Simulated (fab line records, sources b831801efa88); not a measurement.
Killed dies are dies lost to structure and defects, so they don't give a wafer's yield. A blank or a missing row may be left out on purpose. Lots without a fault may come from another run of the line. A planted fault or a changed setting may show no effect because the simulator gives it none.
fab line records | flow sky130
record lots=6 wafers=18 last_day=48
route steps=708 shown SONOS_TUNNEL@156 SONOS_ONO@168
lots that met no fault: from a run of the same line without faults
start_h: hours from the record's first day to the start of the lot's first wafer shown | wait_h: hours since the lot's step before | " the same as in the row above | L1.1+2: a row that stands for several wafers | - no value, or no start given | * or withheld: withheld | < > ~ a bound
route shown NAME@n: a module of which the file shows steps, and the number in the route of the first | usual: mean/standard deviation of fault-free wafers | same: alike in all rows | chamber/n: place in a boat | sites: the reading at each site | _std_site: their standard deviation | _edge_site: outer sites' mean less inner sites' | radius_mm: how far each site lies from the wafer's centre | mask NAME#n: copy n | behind: the tool/chamber that last shaped the wafer | hold: why the lot was held/for how many hours/how that ended | device: the transistor (n, p or np) that didn't switch | end of line: the same wafers' tests at the end of the route | a step without rows: its recipe alone | killed: dies lost to structure and defects at the first sort, not the wafer's yield | map: a wafer's dies, x killed, . not, _ none there
set.NAME: the setting as run; set.NAME@STEP: as run at that earlier step | model.NAME: the simulator's own value behind a step, which no gauge read
lots at some steps of the route; a table a step, a row a wafer
services: from which hour (start_h, from the record's first day; less than 0 if before it) a tool's chamber was out of use, for how many hours, and why
## steps
# step SKY_SONOS_TUNNEL_COAT_02
# recipe resist=NOVOLAK spin_rpm=3000 resist_thk_nm=1140
# step SKY_SONOS_TUNNEL_SOFTBAKE_03
# recipe temp_c=90 time_s=60 resist=NOVOLAK
# step SKY_SONOS_TUNNEL_EXPOSE_04
# recipe mask_id=TUNM na=0.6 source_shape=conventional sigma_outer=0.6 polarization=unpolarized target_cd_nm=410 dose_mj=136
# step SKY_SONOS_TUNNEL_PEB_05
# recipe temp_c=withheld time_s=* resist=NOVOLAK
# step SKY_SONOS_TUNNEL_DEVELOP_06
# recipe resist=NOVOLAK developer=TMAH develop_time_s=60 dev_temp_c=23
# step SKY_SONOS_TUNNEL_CD_MEAS_07
# recipe target_cd_nm=410
# usual cd_nm=409.8/2
# columns lot.wafer tool chamber start_h wait_h cd_nm
L454.1 cd_sem-01 - 268.90 0.1 409.9
L454.3 " - " " 409.8
L454.5 " - " " 410.1
L456.1 cd_sem-01 - 301.16 0.1 407.5
L456.2 " - " " 406.9
L456.6 " - " " 406.6
L457.2 cd_sem-02 - 303.07 0.1 411.1
L457.3 " - " " 410.9
L457.4 " - " " 411.1
L455.2 cd_sem-01 - 303.15 0.1 409.3
L455.3 " - " " 409.3
L455.4 " - " " 410.3
L461.3 cd_sem-02 - 323.90 0.1 412.2
L461.4 " - " " 412.3
L461.6 " - " " 413.2
L465.4 cd_sem-01 - 358.74 0.1 409.5
L465.5 " - " " 409.1
L465.6 " - " " 407.9
# step SKY_SONOS_TUNNEL_OVL_MEAS_08
# usual SONOS_TUNNEL_OVL=-0.3/1.6
# columns lot.wafer tool chamber start_h wait_h SONOS_TUNNEL_OVL[nm]
L454.1 overlay-01 - 269.02 0.1 -0.7
L454.3 " - " " 0.6
L454.5 " - " " -1.0
L456.1 overlay-02 - 301.28 0.1 -1.1
L456.2 " - " " -1.8
L456.6 " - " " -1.4
L457.2 overlay-02 - 303.17 0.1 1.3
L457.3 " - " " 2.8
L457.4 " - " " 1.9
L455.2 overlay-01 - 303.25 0.1 -0.1
L455.3 " - " " -2.6
L455.4 " - " " -1.4
L461.3 overlay-01 - 323.99 0.1 -2.1
L461.4 " - " " -1.9
L461.6 " - " " -2.1
L465.4 overlay-01 - 358.82 0.1 -0.5
L465.5 " - " " -1.8
L465.6 " - " " -0.8
# step SKY_SONOS_TUNNEL_IMPLANT_09
# recipe species=B energy_kev=20 dose_cm2=1e+12 tilt_deg=withheld
# step SKY_SONOS_TUNNEL_WET_ETCH_10
# recipe chemistry=dHF target_depth_nm=14 target=SiO2 dilution=100:1 temp_c=25 time_s=280
# step SKY_SONOS_TUNNEL_STRIP_11
# recipe chemistry=SPM time_s=600 temp_c=130
# step SKY_SONOS_TUNNEL_TW_MEAS_12
# usual SONOS_TUNNEL_TW=197.9/1.2
# columns lot.wafer tool chamber start_h wait_h SONOS_TUNNEL_TW
L454.1 film_metro-02 - 269.47 0.0 196.1
L454.3 " - " " 196.2
L454.5 " - " " 195.1
L456.1 film_metro-04 - 301.74 0.0 199.7
L456.2 " - " " 198.0
L456.6 " - " " 198.5
L457.2 film_metro-02 - 303.64 0.0 197.1
L457.3 " - " " 197.1
L457.4 " - " " 197.0
L455.2 film_metro-01 - 303.79 0.0 197.4
L455.3 " - " " 199.1
L455.4 " - " " 200.1
L461.3 film_metro-01 - 324.45 0.0 199.3
L461.4 " - " " 198.7
L461.6 " - " " 199.3
L465.4 film_metro-04 - 359.30 0.0 197.9
L465.5 " - " " 197.3
L465.6 " - " " 197.4
# step SKY_SONOS_TUNNEL_CLEAN_13
# recipe chemistry=dHF time_s=20 dilution=100:1 dry=ipa_marangoni
# step SKY_SONOS_ONO_OXIDATION_00
# recipe temp_c=800 ambient=O2 idle_temp_c=700 ramp_up_c_per_min=10 ramp_down_c_per_min=3 stabilise_s=600 purge_s=300 target_thk_a=26 ox_time_s=1249
# usual ox_temp_c=799.9/0.38 ox_temp_c_max=805.0/1.2 tube_center_temp_C_max=802.1/0.38 zone_power_lower_pct=14.8/0.45
# columns lot.wafer tool chamber start_h wait_h ox_temp_c ox_temp_c_max tube_center_temp_C_max zone_power_lower_pct
L454.1 furnace-02 0 270.80 1.3 799.7 805.9 801.9 15.5
L454.3 " 0 " " 800.1 804.7 802.1 15.5
L454.5 " 0 " " 799.8 805.6 802.1 15.1
L456.1 furnace-01 - 302.72 0.9 - - - -
L456.2 " - " " - - - -
L456.6 " - " " - - - -
L455.2 furnace-01 - 304.07 0.2 - - - -
L455.3 " - " " - - - -
L455.4 " - " " - - - -
L457.2 furnace-01 0 304.07 0.3 799.9 804.8 802.8 14.7
L457.3 " 0 " " 799.6 803.9 801.6 14.4
L457.4 " 0 " " 799.4 804.1 801.8 14.7
L461.3 furnace-01 0 324.51 0.0 799.5 803.6 801.9 14.3
L461.4 " 0 " " 799.3 803.7 802.2 14.5
L461.6 " 0 " " 799.5 804.3 801.7 14.3
L465.4 furnace-01 0 359.34 0.0 799.3 805.3 802.5 14.3
L465.5 " 0 " " 799.9 804.0 802.8 14.5
L465.6 " 0 " " 799.6 804.0 802.6 14.4
## services
# columns tool chamber start_h hours kind
furnace-01 - 263.86 4.9 pm
furnace-01 - 283.04 12.8 pm
furnace-02 - 336.69 3.7 pm
## key
first_sign step=SKY_SONOS_ONO_OXIDATION_00 reading=tool_record direction=missing
effect none on later readings
met_at SKY_SONOS_ONO_OXIDATION_00
struck_wafers L455.2,L455.3,L455.4,L456.1,L456.2,L456.6
later_rows_left_out L455.2,L455.3,L455.4,L456.1,L456.2,L456.6
sort_left_out L455.2,L455.3,L455.4,L456.1,L456.2,L456.6
tester_left_out L455,L456
fault kind=skipped_step_whole tool=furnace-01 chamber=- onset_h=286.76 steps=SKY_SONOS_ONO_OXIDATION_00 scope=struck_lots_only
# tester_left_out: of these lots the tester's yield and bins aren't shown, on N5 and GAA mostly nor the transistor test; their killed dies are dies lost to structure and defects alone, not to doping, threshold or leakage, so they don't give the yield
# sort_left_out: the simulated sort isn't trusted on such a fault, so these wafers' sort isn't shown, and their yield isn't known
# later_rows_left_out: the simulator's readings of these wafers behind a module that went badly wrong aren't trusted and aren't shown, but for the sort
